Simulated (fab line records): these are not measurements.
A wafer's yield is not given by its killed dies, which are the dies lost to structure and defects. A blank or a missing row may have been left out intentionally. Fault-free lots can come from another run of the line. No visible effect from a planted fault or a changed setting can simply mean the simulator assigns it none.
Chamber matching	flow sky130	SKY_VIA4_CMP_02 on cmp-02: 4 sister chambers
The step polishes SiO2. 20 wafers are shown with their chamber, then 10 later ones without.

## WAFERS WITH THEIR CHAMBER
wafer	chamber	motor current A (A)	retaining ring pressure frac	slurry filter dp kPa (kPa)
L074.1	2	14.9	1.000	13.55
L074.5	3	12.9	0.994	13.61
L074.6	2	14.9	1.002	13.32
L080.1	3	13.3	0.998	13.29
L080.2	0	12.9	1.000	13.22
L080.6	2	14.6	1.007	13.42
L081.4	2	15.6	0.992	13.46
L081.5	2	14.7	1.001	13.44
L081.6	3	13.3	1.000	13.43
L082.1	0	12.6	1.004	13.39
L082.4	3	13.3	1.002	13.39
L082.5	1	13.5	1.007	13.45
L084.2	3	12.7	0.998	13.58
L084.4	1	14.2	0.998	13.43
L084.5	0	12.3	1.005	13.36
L087.1	1	13.8	0.994	13.46
L087.4	0	12.4	0.998	13.61
L087.5	0	12.2	0.994	13.72
L090.3	2	14.7	0.999	13.47
L090.5	3	12.7	0.999	13.49

SIGNATURES (averages over the wafers above)
reading	chamber 0	chamber 1	chamber 2	chamber 3	scatter within a chamber
motor current A	12.480	13.833	14.900	13.033	0.323
retaining ring pressure frac	1.00020	0.99967	1.00017	0.99850	0.0045
slurry filter dp kPa	13.4600	13.4467	13.4433	13.4650	0.128
Rule: for each reading, subtract the chamber's mean from the wafer's reading, divide by that reading's scatter and square the result; add these up over the readings and take the root, which gives the wafer's distance from the chamber. The wafer belongs to the nearest chamber; if the next one is less than 2 further off, it can't be placed. How the scatter is found: for the shown wafers, subtract from each reading the mean of its chamber, square and add these, divide the total by (wafers less chambers), then take the root.

## WAFERS MISSING THEIR CHAMBER
wafer	motor current A (A)	retaining ring pressure frac	slurry filter dp kPa (kPa)
L090.6	12.9	0.994	13.42
L091.2	14.1	1.002	13.47
L091.4	13.6	1.006	13.56
L091.6	13.7	0.998	13.49
L092.1	13.2	1.002	13.39
L092.2	12.3	1.002	13.54
L092.4	14.7	0.996	13.49
L097.1	13.1	1.007	13.61
L097.2	14.2	0.999	13.53
L097.6	13.5	0.992	13.54

## WHICH CHAMBER EACH WENT THROUGH
wafer	from the rows above	in truth
L090.6	can't be placed: 3 or 0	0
L091.2	can't be placed: 1 or 2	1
L091.4	can't be placed: 1 or 3 or 0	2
L091.6	can't be placed: 1 or 3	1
L092.1	can't be placed: 3 or 1 or 0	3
L092.2	can't be placed: 0 or 3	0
L092.4	can't be placed: 2 or 1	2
L097.1	can't be placed: 3 or 0 or 1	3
L097.2	can't be placed: 1 or 2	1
L097.6	can't be placed: 1 or 3 or 0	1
Correct placement for 0 of the 10. Unplaceable from these rows: 10, with the true chamber sitting among the candidates in 9. Number placed wrongly: 0.
